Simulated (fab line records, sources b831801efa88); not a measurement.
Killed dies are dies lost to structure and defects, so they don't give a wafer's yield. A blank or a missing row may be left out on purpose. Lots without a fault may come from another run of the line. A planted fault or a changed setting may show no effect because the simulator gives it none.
Which tool did it? | flow sky130 | 11 lots, 33 wafers sampled, at 3 steps of a route of 708

WHAT THE GAUGES READ, wafer by wafer
SKY_SD_N_RS_MEAS_16: measures by four-point-probe.
lot  | measured     | on            | SD_N_RS (ohm/sq)
L529 | day 27 22:50 | film_metro-01 | 68.54 68.50 68.56
L531 | day 28 20:20 | film_metro-02 | 68.67 68.57 68.63
L533 | day 29 08:22 | film_metro-01 | 68.57 68.77 68.72
L534 | day 29 13:05 | film_metro-01 | 69.77 69.77 69.74 69.69 69.78 69.83
L535 | day 30 04:49 | film_metro-03 | 69.93 69.81 69.72 69.87 69.68 69.71
L536 | day 30 10:14 | film_metro-03 | 69.47 69.65 69.71 69.70 69.64 69.59
L545 | day 33 14:45 | film_metro-03 | 68.61 68.70 68.67
L546 | day 34 03:02 | film_metro-03 | 68.69 68.62 68.59
L548 | day 34 10:43 | film_metro-01 | 68.69 68.78 68.68
L551 | day 35 02:47 | film_metro-01 | 68.57 68.56 68.58
L552 | day 35 17:14 | film_metro-03 | 68.56 68.76 68.69

WHICH TOOL RAN EACH LOT (tool, then ch and the chambers of the sampled wafers, then the start)
lot  | SKY_SD_N_IMPLANT_09             | SKY_SD_N_STRIP_11
L529 | implanter-04 ch 0, day 27 22:10 | plasma_asher-04 ch 1, day 27 22:26
L531 | implanter-03 ch 0, day 28 19:39 | plasma_asher-02 ch 0,1, day 28 19:57
L533 | implanter-04 ch 0, day 29 07:41 | plasma_asher-01 ch 0,1, day 29 07:59
L534 | implanter-04 ch 0, day 29 12:20 | plasma_asher-01 ch 0, day 29 12:38
L535 | implanter-04 ch 0, day 30 04:08 | plasma_asher-01 ch 0,1, day 30 04:26
L536 | implanter-04 ch 0, day 30 09:33 | plasma_asher-02 ch 0,1, day 30 09:51
L545 | implanter-04 ch 0, day 33 14:04 | plasma_asher-04 ch 0,1, day 33 14:21
L546 | implanter-04 ch 0, day 34 02:22 | plasma_asher-01 ch 0,1, day 34 02:38
L548 | implanter-04 ch 0, day 34 10:03 | plasma_asher-02 ch 0,1, day 34 10:20
L551 | implanter-04 ch 0, day 35 02:07 | plasma_asher-02 ch 0,1, day 35 02:23
L552 | implanter-04 ch 0, day 35 16:32 | plasma_asher-01 ch 0,1, day 35 16:50
- SKY_SD_N_IMPLANT_09
- SKY_SD_N_STRIP_11: strips in O2/N2.

THE ANSWER, worked out from the rows above alone
Rule: what is usual is taken from the lots themselves. Put in order of their means at a reading, lots are off if they are a third of the lots or fewer, leave a main group of 4 or more, and stand apart from it by a gap of 3 or more times the standard deviation of the main group's means; of several such gaps the widest counts. A main group whose means are all the same, to the digits that the tables above print for the reading, isn't used. A lot without any number at a reading at which 4 lots or more have one is off too. The other lots that the step has rows for count as sound.
Off: L534, L535, L536, at SKY_SD_N_RS_MEAS_16 (SD_N_RS). The main group: mean 68.64 ohm/sq, standard deviation 0.057.
A tool fits if, at a process step before that reading, it ran every lot that is off, and no sound lot after the first of them. The gauges at SKY_SD_N_RS_MEAS_16 are tried like those tools. None of those tried fits.

WHAT THE SIMULATOR HAD PUT IN
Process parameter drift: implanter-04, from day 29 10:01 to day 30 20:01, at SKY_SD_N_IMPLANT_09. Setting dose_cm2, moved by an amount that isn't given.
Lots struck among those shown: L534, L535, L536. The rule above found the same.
